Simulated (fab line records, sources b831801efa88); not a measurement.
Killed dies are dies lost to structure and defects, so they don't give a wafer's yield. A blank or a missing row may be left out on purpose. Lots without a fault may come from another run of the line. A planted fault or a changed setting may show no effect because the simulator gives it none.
fab line records | flow sky130
record lots=5 wafers=15 last_day=50
route steps=708 shown LDD_N@247 LDD_P@255 LDD_HVN@267 LDD_HVP@278 LDD_LDN@289
lots that met no fault: from a run of the same line without faults
start_h: hours from the record's first day to the start of the lot's first wafer shown | wait_h: hours since the lot's step before | " the same as in the row above | L1.1+2: a row that stands for several wafers | - no value, or no start given | * or withheld: withheld | < > ~ a bound
route shown NAME@n: a module of which the file shows steps, and the number in the route of the first | usual: mean/standard deviation of fault-free wafers | same: alike in all rows | chamber/n: place in a boat | sites: the reading at each site | _std_site: their standard deviation | _edge_site: outer sites' mean less inner sites' | radius_mm: how far each site lies from the wafer's centre | mask NAME#n: copy n | behind: the tool/chamber that last shaped the wafer | hold: why the lot was held/for how many hours/how that ended | device: the transistor (n, p or np) that didn't switch | end of line: the same wafers' tests at the end of the route | a step without rows: its recipe alone | killed: dies lost to structure and defects at the first sort, not the wafer's yield | map: a wafer's dies, x killed, . not, _ none there
set.NAME: the setting as run; set.NAME@STEP: as run at that earlier step | model.NAME: the simulator's own value behind a step, which no gauge read
lots at some steps of the route; a table a step, a row a wafer
services: from which hour (start_h, from the record's first day; less than 0 if before it) a tool's chamber was out of use, for how many hours, and why
## steps
# step SKY_LDD_N_IMPLANT_10
# recipe species=As energy_kev=20 dose_cm2=7.5e+13 tilt_deg=withheld rotation_deg=203
# columns lot.wafer tool chamber start_h wait_h
L079.1+3+4 implanter-01 0 442.11 0.1
L081.1+2+5 implanter-03 0 470.16 0.1
L083.2+4+6 implanter-02 0 475.44 0.1
L088.3+4+6 implanter-01 0 524.70 0.1
L096.1+3+6 implanter-02 0 593.63 0.1
# step SKY_LDD_N_IMPLANT_11
# recipe species=As energy_kev=20 dose_cm2=7.5e+13 tilt_deg=withheld rotation_deg=293
# columns lot.wafer tool chamber start_h wait_h
L079.1+3+4 implanter-01 0 442.26 0.1
L081.1+2+5 implanter-03 0 470.31 0.1
L083.2+4+6 implanter-02 0 475.59 0.1
L088.3+4+6 implanter-01 0 524.85 0.1
L096.1+3+6 implanter-02 0 593.78 0.1
# step SKY_LDD_N_IMPLANT_12
# recipe species=BF2 energy_kev=50 dose_cm2=5e+12 tilt_deg=30 rotation_deg=0
# columns lot.wafer tool chamber start_h wait_h
L079.1+3+4 implanter-01 0 442.41 0.1
L081.1+2+5 implanter-03 0 470.46 0.1
L083.2+4+6 implanter-02 0 475.74 0.1
L088.3+4+6 implanter-01 0 525.00 0.1
L096.1+3+6 implanter-02 0 593.93 0.1
# step SKY_LDD_N_IMPLANT_13
# recipe species=BF2 energy_kev=50 dose_cm2=5e+12 tilt_deg=30 rotation_deg=90
# columns lot.wafer tool chamber start_h wait_h
L079.1+3+4 implanter-01 0 442.56 0.1
L081.1+2+5 implanter-03 0 470.61 0.1
L083.2+4+6 implanter-02 0 475.89 0.1
L088.3+4+6 implanter-01 0 525.15 0.1
L096.1+3+6 implanter-02 0 594.08 0.1
# step SKY_LDD_N_IMPLANT_14
# recipe species=BF2 energy_kev=50 dose_cm2=5e+12 tilt_deg=30 rotation_deg=180
# columns lot.wafer tool chamber start_h wait_h
L079.1+3+4 implanter-01 0 442.71 0.1
L081.1+2+5 implanter-03 0 470.76 0.1
L083.2+4+6 implanter-02 0 476.04 0.1
L088.3+4+6 implanter-01 0 525.30 0.1
L096.1+3+6 implanter-02 0 594.23 0.1
# step SKY_LDD_N_IMPLANT_15
# recipe species=BF2 energy_kev=50 dose_cm2=5e+12 tilt_deg=30 rotation_deg=270
# columns lot.wafer tool chamber start_h wait_h
L079.1+3+4 implanter-01 0 442.86 0.1
L081.1+2+5 implanter-03 0 470.91 0.1
L083.2+4+6 implanter-02 0 476.19 0.1
L088.3+4+6 implanter-01 0 525.45 0.1
L096.1+3+6 implanter-02 0 594.38 0.1
# step SKY_LDD_N_STRIP_16
# recipe chemistry=O2/N2 power_w=1400 pressure_mtorr=1500 platen_temp_c=withheld o2_flow_sccm=3000 n2_flow_sccm=300 overash_fraction=0.5
# usual drypump_motor_current_A=5.77/0.22 oes_product_au=0.407/0.0041 strip_time_to_endpoint_s=4.319/0.017
# same overash_fraction=0.5
# columns lot.wafer tool chamber start_h wait_h drypump_motor_current_A oes_product_au rf_hours_counter_h strip_time_to_endpoint_s
L079.1 plasma_asher-02 0 443.01 0.1 5.42 0.411 32 4.332
L079.3 " 1 " " 5.56 0.405 - 4.306
L079.4 " 0 " " 5.41 0.411 - 4.314
L081.1 plasma_asher-02 1 471.06 0.1 5.58 0.405 35 4.312
L081.2 " 0 " " 5.43 0.407 35 4.290
L081.5 " 1 " " 5.56 0.402 - 4.302
L083.2 plasma_asher-02 0 476.31 0.1 5.42 0.400 35 4.313
L083.4 " 0 " " 5.42 0.402 - 4.310
L083.6 " 1 " " 5.59 0.403 - 4.310
L088.3 plasma_asher-03 0 525.58 0.1 5.95 0.412 - 4.355
L088.4 " 1 " " 5.89 0.405 - 4.331
L088.6 " 0 " " 5.95 0.408 - 4.353
L096.1 plasma_asher-03 1 594.53 0.1 5.90 0.409 77 4.343
L096.3 " 1 " " 5.86 0.403 - 4.311
L096.6 " 1 " " 5.93 0.402 - 4.316
# step SKY_LDD_N_TW_MEAS_17
# usual LDD_N_TW=2583/24
# columns lot.wafer tool chamber start_h wait_h LDD_N_TW
L079.1 film_metro-03 - 443.11 0.1 2586
L079.3 " - " " 2578
L079.4 " - " " 2589
L081.1 film_metro-01 - 471.16 0.1 2566
L081.2 " - " " 2563
L081.5 " - " " 2554
L083.2 film_metro-03 - 476.42 0.1 2586
L083.4 " - " " 2615
L083.6 " - " " 2587
L088.3 film_metro-01 - 525.67 0.1 2564
L088.4 " - " " 2570
L088.6 " - " " 2560
L096.1 film_metro-03 - 594.63 0.1 2564
L096.3 " - " " 2567
L096.6 " - " " 2586
# step SKY_LDD_P_DEHYDRATE_00
# recipe temp_c=200 time_s=60
# usual heater_power_total_W=160.37/0.13
# columns lot.wafer tool chamber start_h wait_h heater_power_total_W
L079.1 litho_track-04 0 457.71 14.6 160.61
L079.3 " 0 " " 160.27
L079.4 " 0 " " 160.21
L081.1 litho_track-02 0 485.31 14.1 160.33
L081.2 " 0 " " 160.61
L081.5 " 0 " " 160.12
L083.2 litho_track-01 0 491.32 14.9 160.37
L083.4 " 0 " " 160.43
L083.6 " 0 " " 160.56
L088.3 litho_track-02 0 540.06 14.4 160.48
L088.4 " 0 " " 160.49
L088.6 " 0 " " 160.35
L096.1 litho_track-04 0 608.46 13.8 160.48
L096.3 " 0 " " 160.18
L096.6 " 0 " " 160.28
# step SKY_LDD_P_HMDS_01
# recipe prime_time_s=60 prime_temp_c=120
# columns lot.wafer tool chamber start_h wait_h
L079.1+3+4 litho_track-04 0 457.86 0.1
L081.1+2+5 litho_track-02 0 485.46 0.1
L083.2+4+6 litho_track-01 0 491.47 0.1
L088.3+4+6 litho_track-02 0 540.21 0.1
L096.1+3+6 litho_track-04 0 608.61 0.1
# step SKY_LDD_P_COAT_02
# recipe resist=NOVOLAK spin_rpm=3000 resist_thk_nm=1140
# columns lot.wafer tool chamber start_h wait_h
L079.1+3+4 litho_track-04 0 458.01 0.1
L081.1+2+5 litho_track-02 0 485.61 0.1
L083.2+4+6 litho_track-01 0 491.62 0.1
L088.3+4+6 litho_track-02 0 540.36 0.1
L096.1+3+6 litho_track-04 0 608.76 0.1
# step SKY_LDD_P_SOFTBAKE_03
# recipe temp_c=90 time_s=60 resist=NOVOLAK
# usual heater_power_total_W=56.60/0.045
# columns lot.wafer tool chamber start_h wait_h heater_power_total_W
L079.1 litho_track-04 0 458.16 0.1 56.61
L079.3 " 0 " " 56.65
L079.4 " 0 " " 56.64
L081.1 litho_track-02 0 485.76 0.1 56.58
L081.2 " 0 " " 56.51
L081.5 " 0 " " 56.61
L083.2 litho_track-01 0 491.77 0.1 56.56
L083.4 " 0 " " 56.63
L083.6 " 0 " " 56.47
L088.3 litho_track-02 0 540.51 0.1 56.58
L088.4 " 0 " " 56.55
L088.6 " 0 " " 56.61
L096.1 litho_track-04 0 608.91 0.1 56.49
L096.3 " 0 " " 56.52
L096.6 " 0 " " 56.61
# step SKY_LDD_P_EXPOSE_04
# recipe mask_id=PSDM na=0.6 source_shape=conventional sigma_outer=0.6 polarization=unpolarized target_cd_nm=380 dose_mj=138
# usual stage_vel_mm_s=499.98/0.24
# same sigma_outer=0.6
# columns lot.wafer tool chamber start_h wait_h mask stage_vel_mm_s
L079.1 iline_stepper-01 0 - - PSDM#0 499.95
L079.3 " 0 " " PSDM#0 500.01
L079.4 " 0 " " PSDM#0 500.33
L081.1 iline_stepper-01 0 - - PSDM#0 500.00
L081.2 " 0 " " PSDM#0 499.91
L081.5 " 0 " " PSDM#0 499.67
L083.2 iline_stepper-01 0 - - PSDM#0 499.85
L083.4 " 0 " " PSDM#0 500.07
L083.6 " 0 " " PSDM#0 500.45
L088.3 iline_stepper-02 0 - - PSDM#0 500.15
L088.4 " 0 " " PSDM#0 499.86
L088.6 " 0 " " PSDM#0 500.17
L096.1 iline_stepper-01 0 - - PSDM#0 500.39
L096.3 " 0 " " PSDM#0 499.83
L096.6 " 0 " " PSDM#0 499.91
# step SKY_LDD_P_PEB_05
# recipe temp_c=withheld time_s=* resist=NOVOLAK
# columns lot.wafer tool chamber start_h wait_h
L079.1+3+4 litho_track-01 0 - -
L081.1+2+5 litho_track-01 0 - -
L083.2+4+6 litho_track-01 0 - -
L088.3+4+6 litho_track-04 0 - -
L096.1+3+6 litho_track-04 0 - -
# step SKY_LDD_P_DEVELOP_06
# recipe resist=NOVOLAK developer=TMAH develop_time_s=60 dev_temp_c=23
# columns lot.wafer tool chamber start_h wait_h
L079.1+3+4 litho_track-01 0 473.30 0.1
L081.1+2+5 litho_track-01 0 501.35 0.1
L083.2+4+6 litho_track-01 0 507.07 0.1
L088.3+4+6 litho_track-04 0 554.96 0.1
L096.1+3+6 litho_track-04 0 623.06 0.1
# step SKY_LDD_P_CD_MEAS_07
# recipe target_cd_nm=380
# usual cd_nm=380/3.3
# columns lot.wafer tool chamber start_h wait_h cd_nm
L079.1 cd_sem-02 - 473.45 0.1 372
L079.3 " - " " 372
L079.4 " - " " 373
L081.1 cd_sem-01 - 501.50 0.1 373
L081.2 " - " " 377
L081.5 " - " " 379
L083.2 cd_sem-01 - 507.22 0.1 380
L083.4 " - " " 381
L083.6 " - " " 382
L088.3 cd_sem-01 - 555.10 0.1 379
L088.4 " - " " 381
L088.6 " - " " 380
L096.1 cd_sem-01 - 623.28 0.2 376
L096.3 " - " " 381
L096.6 " - " " 381
# step SKY_LDD_P_OVL_MEAS_08
# usual LDD_P_OVL=-0.5/1.3
# columns lot.wafer tool chamber start_h wait_h LDD_P_OVL[nm]
L079.1 overlay-01 - 473.57 0.1 0.4
L079.3 " - " " 1.6
L079.4 " - " " 0.9
L081.1 overlay-02 - 501.62 0.1 0.6
L081.2 " - " " -1.9
L081.5 " - " " 0.2
L083.2 overlay-02 - 507.32 0.1 0.3
L083.4 " - " " 0.1
L083.6 " - " " 1.3
L088.3 overlay-01 - 555.19 0.1 -3.1
L088.4 " - " " -1.7
L088.6 " - " " -2.4
L096.1 overlay-01 - 623.40 0.1 1.9
L096.3 " - " " 1.8
L096.6 " - " " 1.7
# step SKY_LDD_P_IMPLANT_09
# recipe species=BF2 energy_kev=25 dose_cm2=1e+13 tilt_deg=withheld
# columns lot.wafer tool chamber start_h wait_h
L079.1+3+4 implanter-01 0 473.60 0.0
L081.1+2+5 implanter-01 0 501.65 0.0
L083.2+4+6 implanter-01 0 507.38 0.0
L088.3+4+6 implanter-04 0 555.26 0.1
L096.1+3+6 implanter-03 0 623.44 0.0
# step SKY_LDD_P_STRIP_10
# recipe chemistry=O2/N2 power_w=1400 pressure_mtorr=1500 platen_temp_c=withheld o2_flow_sccm=3000 n2_flow_sccm=300 overash_fraction=0.5
# usual drypump_motor_current_A=5.66/0.25 oes_product_au=0.715/0.0044 strip_time_to_endpoint_s=14.19/0.045
# same overash_fraction=0.5
# columns lot.wafer tool chamber start_h wait_h drypump_motor_current_A oes_product_au rf_hours_counter_h strip_time_to_endpoint_s
L079.1 plasma_asher-04 1 473.75 0.1 5.27 0.718 77 14.25
L079.3 " 1 " " 5.26 0.713 - 14.22
L079.4 " 0 " " 5.73 0.711 - 14.21
L081.1 plasma_asher-03 1 501.80 0.1 5.90 0.717 67 14.20
L081.2 " 0 " " 5.96 0.712 67 14.18
L081.5 " 1 " " 5.91 0.715 - 14.17
L083.2 plasma_asher-02 1 507.50 0.1 5.56 0.723 39 14.13
L083.4 " 0 " " 5.41 0.717 - 14.14
L083.6 " 0 " " 5.41 0.716 - 14.14
L088.3 plasma_asher-02 0 555.40 0.1 5.41 0.717 - 14.23
L088.4 " 1 " " 5.56 0.712 - 14.23
L088.6 " 0 " " 5.43 0.713 - 14.18
L096.1 plasma_asher-02 0 623.59 0.1 5.43 0.722 50 14.27
L096.3 " 1 " " 5.57 0.714 - 14.16
L096.6 " 0 " " 5.42 0.716 - 14.15
# step SKY_LDD_P_TW_MEAS_11
# usual LDD_P_TW=634/3.7
# columns lot.wafer tool chamber start_h wait_h LDD_P_TW
L079.1 film_metro-01 - 473.85 0.1 634
L079.3 " - " " 627
L079.4 " - " " 630
L081.1 film_metro-04 - 501.90 0.1 639
L081.2 " - " " 637
L081.5 " - " " 638
L083.2 film_metro-03 - 507.61 0.1 638
L083.4 " - " " 634
L083.6 " - " " 636
L088.3 film_metro-03 - 555.48 0.1 637
L088.4 " - " " 637
L088.6 " - " " 639
L096.1 film_metro-03 - 623.69 0.1 635
L096.3 " - " " 635
L096.6 " - " " 635
# step SKY_LDD_HVN_DEHYDRATE_00
# recipe temp_c=200 time_s=60
# usual heater_power_total_W=160.36/0.12
# columns lot.wafer tool chamber start_h wait_h heater_power_total_W
L079.1 litho_track-02 0 488.71 14.8 160.39
L079.3 " 0 " " 160.36
L079.4 " 0 " " 160.52
L081.1 litho_track-01 0 516.30 14.4 160.27
L081.2 " 0 " " 160.36
L081.5 " 0 " " 160.42
L083.2 litho_track-03 0 521.95 14.3 160.40
L083.4 " 0 " " 160.20
L083.6 " 0 " " 160.35
L088.3 litho_track-01 0 569.85 14.4 160.52
L088.4 " 0 " " 160.46
L088.6 " 0 " " 160.30
L096.1 litho_track-02 0 638.06 14.4 160.25
L096.3 " 0 " " 160.64
L096.6 " 0 " " 160.35
# step SKY_LDD_HVN_HMDS_01
# recipe prime_time_s=60 prime_temp_c=120
# columns lot.wafer tool chamber start_h wait_h
L079.1+3+4 litho_track-02 0 488.86 0.1
L081.1+2+5 litho_track-01 0 516.45 0.1
L083.2+4+6 litho_track-03 0 522.10 0.1
L088.3+4+6 litho_track-01 0 570.00 0.1
L096.1+3+6 litho_track-02 0 638.21 0.1
# step SKY_LDD_HVN_COAT_02
# recipe resist=NOVOLAK spin_rpm=3000 resist_thk_nm=300
# columns lot.wafer tool chamber start_h wait_h
L079.1+3+4 litho_track-02 0 489.01 0.1
L081.1+2+5 litho_track-01 0 516.60 0.1
L083.2+4+6 litho_track-03 0 522.25 0.1
L088.3+4+6 litho_track-01 0 570.15 0.1
L096.1+3+6 litho_track-02 0 638.36 0.1
# step SKY_LDD_HVN_SOFTBAKE_03
# recipe temp_c=90 time_s=60 resist=NOVOLAK
# usual heater_power_total_W=56.59/0.042
# columns lot.wafer tool chamber start_h wait_h heater_power_total_W
L079.1 litho_track-02 0 489.16 0.1 56.57
L079.3 " 0 " " 56.61
L079.4 " 0 " " 56.59
L081.1 litho_track-01 0 516.75 0.1 56.60
L081.2 " 0 " " 56.59
L081.5 " 0 " " 56.57
L083.2 litho_track-03 0 522.40 0.1 56.62
L083.4 " 0 " " 56.60
L083.6 " 0 " " 56.58
L088.3 litho_track-01 0 570.30 0.1 56.61
L088.4 " 0 " " 56.58
L088.6 " 0 " " 56.57
L096.1 litho_track-02 0 638.51 0.1 56.57
L096.3 " 0 " " 56.62
L096.6 " 0 " " 56.52
# step SKY_LDD_HVN_EXPOSE_04
# recipe mask_id=HVNTM na=0.6 source_shape=conventional sigma_outer=0.6 polarization=unpolarized target_cd_nm=700 dose_mj=127
# usual stage_vel_mm_s=499.96/0.21
# same sigma_outer=0.6
# columns lot.wafer tool chamber start_h wait_h mask stage_vel_mm_s
L079.1 iline_stepper-01 0 - - HVNTM#0 499.57
L079.3 " 0 " " HVNTM#0 499.83
L079.4 " 0 " " HVNTM#0 499.70
L081.1 iline_stepper-02 0 - - HVNTM#0 500.10
L081.2 " 0 " " HVNTM#0 499.98
L081.5 " 0 " " HVNTM#0 500.03
L083.2 iline_stepper-01 0 - - HVNTM#0 499.82
L083.4 " 0 " " HVNTM#0 500.04
L083.6 " 0 " " HVNTM#0 499.69
L088.3 iline_stepper-02 0 - - HVNTM#0 500.16
L088.4 " 0 " " HVNTM#0 500.17
L088.6 " 0 " " HVNTM#0 500.04
L096.1 iline_stepper-02 0 - - HVNTM#0 499.77
L096.3 " 0 " " HVNTM#0 500.20
L096.6 " 0 " " HVNTM#0 500.31
# step SKY_LDD_HVN_PEB_05
# recipe temp_c=withheld time_s=* resist=NOVOLAK
# columns lot.wafer tool chamber start_h wait_h
L079.1+3+4 litho_track-02 0 - -
L081.1+2+5 litho_track-01 0 - -
L083.2+4+6 litho_track-01 0 - -
L088.3+4+6 litho_track-01 0 - -
L096.1+3+6 litho_track-03 0 - -
# step SKY_LDD_HVN_DEVELOP_06
# recipe resist=NOVOLAK developer=TMAH develop_time_s=60 dev_temp_c=23
# columns lot.wafer tool chamber start_h wait_h
L079.1+3+4 litho_track-02 0 504.81 0.1
L081.1+2+5 litho_track-01 0 531.75 0.1
L083.2+4+6 litho_track-01 0 537.17 0.1
L088.3+4+6 litho_track-01 0 584.75 0.1
L096.1+3+6 litho_track-03 0 652.82 0.1
# step SKY_LDD_HVN_OVL_MEAS_07
# usual LDD_HVN_OVL=-0.5/1.4
# columns lot.wafer tool chamber start_h wait_h LDD_HVN_OVL[nm]
L079.1 overlay-01 - 504.96 0.1 3.6
L079.3 " - " " 0.2
L079.4 " - " " 1.4
L081.1 overlay-02 - 531.90 0.1 -1.1
L081.2 " - " " -3.1
L081.5 " - " " -0.1
L083.2 overlay-02 - 537.30 0.1 1.3
L083.4 " - " " 0.7
L083.6 " - " " 1.0
L088.3 overlay-02 - 584.86 0.1 -0.5
L088.4 " - " " -0.9
L088.6 " - " " 0.5
L096.1 overlay-02 - 652.97 0.1 -1.1
L096.3 " - " " 0.9
L096.6 " - " " -0.2
# step SKY_LDD_HVN_IMPLANT_08
# recipe species=P energy_kev=60 dose_cm2=3e+13 tilt_deg=40
# columns lot.wafer tool chamber start_h wait_h
L079.1+3+4 implanter-04 0 505.00 0.0
L081.1+2+5 implanter-02 0 531.93 0.0
L083.2+4+6 implanter-02 0 537.36 0.0
L088.3+4+6 implanter-04 0 584.93 0.1
L096.1+3+6 implanter-02 0 653.01 0.0
# step SKY_LDD_HVN_STRIP_09
# recipe chemistry=O2/N2 power_w=1400 pressure_mtorr=1500 platen_temp_c=withheld o2_flow_sccm=3000 n2_flow_sccm=300 overash_fraction=0.5
# usual drypump_motor_current_A=5.75/0.27 oes_product_au=0.409/0.0044 strip_time_to_endpoint_s=4.139/0.016
# same overash_fraction=0.5
# columns lot.wafer tool chamber start_h wait_h drypump_motor_current_A oes_product_au rf_hours_counter_h strip_time_to_endpoint_s
L079.1 plasma_asher-03 1 505.15 0.1 5.92 0.407 67 4.141
L079.3 " 1 " " 5.89 0.403 - 4.156
L079.4 " 0 " " 5.94 0.400 - 4.134
L081.1 plasma_asher-01 0 532.08 0.1 5.53 0.407 7 4.131
L081.2 " 1 " " 6.07 0.413 7 4.133
L081.5 " 0 " " 5.55 0.406 - 4.109
L083.2 plasma_asher-03 1 537.48 0.1 5.89 0.410 71 4.153
L083.4 " 0 " " 5.94 0.411 - 4.150
L083.6 " 1 " " 5.92 0.414 - 4.141
L088.3 plasma_asher-04 1 585.07 0.1 5.26 0.412 - 4.131
L088.4 " 0 " " 5.76 0.413 - 4.155
L088.6 " 0 " " 5.74 0.405 - 4.144
L096.1 plasma_asher-01 0 653.16 0.1 5.54 0.409 19 4.131
L096.3 " 0 " " 5.56 0.402 - 4.095
L096.6 " 1 " " 6.07 0.405 - 4.122
# step SKY_LDD_HVN_TW_MEAS_10
# usual LDD_HVN_TW=1446/13
# columns lot.wafer tool chamber start_h wait_h LDD_HVN_TW
L079.1 film_metro-02 - 505.25 0.1 1454
L079.3 " - " " 1456
L079.4 " - " " 1453
L081.1 film_metro-02 - 532.18 0.1 1466
L081.2 " - " " 1452
L081.5 " - " " 1458
L083.2 film_metro-03 - 537.59 0.1 1427
L083.4 " - " " 1421
L083.6 " - " " 1424
L088.3 film_metro-02 - 585.15 0.1 1464
L088.4 " - " " 1464
L088.6 " - " " 1461
L096.1 film_metro-03 - 653.26 0.1 1437
L096.3 " - " " 1421
L096.6 " - " " 1427
# step SKY_LDD_HVP_DEHYDRATE_00
# recipe temp_c=200 time_s=60
# usual heater_power_total_W=160.39/0.12
# columns lot.wafer tool chamber start_h wait_h heater_power_total_W
L079.1 litho_track-02 0 520.06 14.8 160.46
L079.3 " 0 " " 160.20
L079.4 " 0 " " 160.42
L081.1 litho_track-04 0 546.11 13.9 160.62
L081.2 " 0 " " 160.41
L081.5 " 0 " " 160.21
L083.2 litho_track-03 0 551.55 13.9 160.58
L083.4 " 0 " " 160.37
L083.6 " 0 " " 160.40
L088.3 litho_track-02 0 599.11 13.9 160.23
L088.4 " 0 " " 160.38
L088.6 " 0 " " 160.31
L096.1 litho_track-03 0 666.82 13.6 160.37
L096.3 " 0 " " 160.33
L096.6 " 0 " " 160.26
# step SKY_LDD_HVP_HMDS_01
# recipe prime_time_s=60 prime_temp_c=120
# columns lot.wafer tool chamber start_h wait_h
L079.1+3+4 litho_track-02 0 520.21 0.1
L081.1+2+5 litho_track-04 0 546.26 0.1
L083.2+4+6 litho_track-03 0 551.70 0.1
L088.3+4+6 litho_track-02 0 599.26 0.1
L096.1+3+6 litho_track-03 0 666.97 0.1
# step SKY_LDD_HVP_COAT_02
# recipe resist=NOVOLAK spin_rpm=3000 resist_thk_nm=300
# columns lot.wafer tool chamber start_h wait_h
L079.1+3+4 litho_track-02 0 520.36 0.1
L081.1+2+5 litho_track-04 0 546.41 0.1
L083.2+4+6 litho_track-03 0 551.85 0.1
L088.3+4+6 litho_track-02 0 599.41 0.1
L096.1+3+6 litho_track-03 0 667.12 0.1
# step SKY_LDD_HVP_SOFTBAKE_03
# recipe temp_c=90 time_s=60 resist=NOVOLAK
# usual heater_power_total_W=56.59/0.042
# columns lot.wafer tool chamber start_h wait_h heater_power_total_W
L079.1 litho_track-02 0 520.51 0.1 56.61
L079.3 " 0 " " 56.63
L079.4 " 0 " " 56.56
L081.1 litho_track-04 0 546.56 0.1 56.56
L081.2 " 0 " " 56.64
L081.5 " 0 " " 56.64
L083.2 litho_track-03 0 552.00 0.1 56.61
L083.4 " 0 " " 56.61
L083.6 " 0 " " 56.60
L088.3 litho_track-02 0 599.56 0.1 56.61
L088.4 " 0 " " 56.50
L088.6 " 0 " " 56.63
L096.1 litho_track-03 0 667.27 0.1 56.63
L096.3 " 0 " " 56.58
L096.6 " 0 " " 56.54
# step SKY_LDD_HVP_EXPOSE_04
# recipe mask_id=HVPTM na=0.6 source_shape=conventional sigma_outer=0.6 polarization=unpolarized target_cd_nm=700 dose_mj=86
# usual stage_vel_mm_s=499.96/0.22
# same sigma_outer=0.6
# columns lot.wafer tool chamber start_h wait_h mask stage_vel_mm_s
L079.1 iline_stepper-01 0 - - HVPTM#0 500.10
L079.3 " 0 " " HVPTM#0 500.27
L079.4 " 0 " " HVPTM#0 499.91
L081.1 iline_stepper-02 0 - - HVPTM#0 499.86
L081.2 " 0 " " HVPTM#0 500.05
L081.5 " 0 " " HVPTM#0 499.79
L083.2 iline_stepper-01 0 - - HVPTM#0 499.61
L083.4 " 0 " " HVPTM#0 499.60
L083.6 " 0 " " HVPTM#0 499.98
L088.3 iline_stepper-01 0 - - HVPTM#0 500.15
L088.4 " 0 " " HVPTM#0 500.34
L088.6 " 0 " " HVPTM#0 500.08
L096.1 iline_stepper-02 0 - - HVPTM#0 500.09
L096.3 " 0 " " HVPTM#0 499.83
L096.6 " 0 " " HVPTM#0 499.78
# step SKY_LDD_HVP_PEB_05
# recipe temp_c=withheld time_s=* resist=NOVOLAK
# columns lot.wafer tool chamber start_h wait_h
L079.1+3+4 litho_track-04 0 - -
L081.1+2+5 litho_track-03 0 - -
L083.2+4+6 litho_track-02 0 - -
L088.3+4+6 litho_track-03 0 - -
L096.1+3+6 litho_track-02 0 - -
# step SKY_LDD_HVP_DEVELOP_06
# recipe resist=NOVOLAK developer=TMAH develop_time_s=60 dev_temp_c=23
# columns lot.wafer tool chamber start_h wait_h
L079.1+3+4 litho_track-04 0 535.16 0.1
L081.1+2+5 litho_track-03 0 561.38 0.1
L083.2+4+6 litho_track-02 0 566.84 0.1
L088.3+4+6 litho_track-03 0 614.02 0.1
L096.1+3+6 litho_track-02 0 681.26 0.1
# step SKY_LDD_HVP_OVL_MEAS_07
# usual LDD_HVP_OVL=-0.2/1.6
# columns lot.wafer tool chamber start_h wait_h LDD_HVP_OVL[nm]
L079.1 overlay-01 - 535.31 0.1 0.2
L079.3 " - " " -0.4
L079.4 " - " " 0.5
L081.1 overlay-02 - 561.53 0.1 1.3
L081.2 " - " " 1.6
L081.5 " - " " 4.4
L083.2 overlay-02 - 566.97 0.1 2.0
L083.4 " - " " 0.7
L083.6 " - " " -1.1
L088.3 overlay-01 - 614.14 0.1 0.9
L088.4 " - " " 2.4
L088.6 " - " " 0.2
L096.1 overlay-01 - 681.41 0.1 -2.7
L096.3 " - " " -3.2
L096.6 " - " " -3.0
# step SKY_LDD_HVP_IMPLANT_08
# recipe species=B energy_kev=20 dose_cm2=1.7e+13 tilt_deg=17.9
# columns lot.wafer tool chamber start_h wait_h
L079.1+3+4 implanter-03 0 535.35 0.0
L081.1+2+5 implanter-02 0 561.56 0.0
L083.2+4+6 implanter-02 0 567.02 0.0
L088.3+4+6 implanter-04 0 614.21 0.1
L096.1+3+6 implanter-03 0 681.45 0.0
# step SKY_LDD_HVP_STRIP_09
# recipe chemistry=O2/N2 power_w=1400 pressure_mtorr=1500 platen_temp_c=withheld o2_flow_sccm=3000 n2_flow_sccm=300 overash_fraction=0.5
# usual drypump_motor_current_A=5.61/0.24 oes_product_au=0.408/0.005 strip_time_to_endpoint_s=4.132/0.014
# same overash_fraction=0.5
# columns lot.wafer tool chamber start_h wait_h drypump_motor_current_A oes_product_au rf_hours_counter_h strip_time_to_endpoint_s
L079.1 plasma_asher-01 0 535.50 0.1 5.55 0.403 7 4.134
L079.3 " 1 " " 6.03 0.411 - 4.128
L079.4 " 0 " " 5.54 0.398 - 4.120
L081.1 plasma_asher-04 1 561.71 0.1 5.24 0.409 87 4.142
L081.2 " 0 " " 5.71 0.405 87 4.147
L081.5 " 0 " " 5.72 0.413 - 4.144
L083.2 plasma_asher-01 1 567.15 0.1 6.03 0.394 10 4.128
L083.4 " 0 " " 5.55 0.409 - 4.160
L083.6 " 1 " " 6.01 0.400 - 4.130
L088.3 plasma_asher-02 1 614.34 0.1 5.57 0.405 - 4.131
L088.4 " 0 " " 5.45 0.414 - 4.125
L088.6 " 0 " " 5.44 0.408 - 4.137
L096.1 plasma_asher-01 1 681.60 0.1 5.95 0.404 21 4.134
L096.3 " 0 " " 5.53 0.412 - 4.111
L096.6 " 0 " " 5.55 0.397 - 4.130
# step SKY_LDD_HVP_TW_MEAS_10
# usual LDD_HVP_TW=458/4.4
# columns lot.wafer tool chamber start_h wait_h LDD_HVP_TW
L079.1 film_metro-04 - 535.60 0.1 459
L079.3 " - " " 461
L079.4 " - " " 459
L081.1 film_metro-02 - 561.81 0.1 460
L081.2 " - " " 460
L081.5 " - " " 459
L083.2 film_metro-01 - 567.26 0.1 452
L083.4 " - " " 451
L083.6 " - " " 451
L088.3 film_metro-02 - 614.43 0.1 463
L088.4 " - " " 460
L088.6 " - " " 462
L096.1 film_metro-02 - 681.70 0.1 461
L096.3 " - " " 463
L096.6 " - " " 464
# step SKY_LDD_LDN_DEHYDRATE_00
# recipe temp_c=200 time_s=60
# usual heater_power_total_W=160.38/0.13
# columns lot.wafer tool chamber start_h wait_h heater_power_total_W
L079.1 litho_track-01 0 549.70 14.1 160.15
L079.3 " 0 " " 160.43
L079.4 " 0 " " 160.45
L081.1 litho_track-01 0 575.50 13.7 160.45
L081.2 " 0 " " 160.24
L081.5 " 0 " " 160.32
L083.2 litho_track-03 0 581.05 13.8 160.60
L083.4 " 0 " " 160.57
L083.6 " 0 " " 160.17
L088.3 litho_track-03 0 628.92 14.5 160.27
L088.4 " 0 " " 160.18
L088.6 " 0 " " 160.26
L096.1 litho_track-03 0 694.42 12.7 160.37
L096.3 " 0 " " 160.49
L096.6 " 0 " " 160.39
## services
# columns tool chamber start_h hours kind
plasma_asher-01 - 421.25 9.0 pm
implanter-03 - 432.40 10.2 pm
implanter-04 - 454.91 3.1 repair
implanter-04 - 483.17 2.2 pm
plasma_asher-01 - 488.52 6.4 repair
iline_stepper-01 - 492.48 1.7 pm
iline_stepper-01 - 494.14 4.4 pm
plasma_asher-01 - 494.95 28.1 pm
iline_stepper-02 - 506.32 4.4 pm
implanter-03 - 532.57 1.0 repair
implanter-04 - 534.47 2.9 repair
implanter-01 - 553.32 4.5 repair
iline_stepper-01 - 559.68 28.9 pm
implanter-04 - 563.08 14.3 repair
implanter-03 - 580.42 1.7 repair
plasma_asher-02 - 585.92 7.5 repair
iline_stepper-02 - 591.16 1.7 pm
implanter-04 - 606.32 0.9 repair
implanter-01 - 611.38 3.6 repair
implanter-04 - 617.95 102.2 pm
plasma_asher-02 - 620.74 2.8 pm
implanter-01 - 621.01 4.4 pm
plasma_asher-01 - 677.68 2.8 pm
plasma_asher-03 - 685.28 4.2 repair
## key
fault none
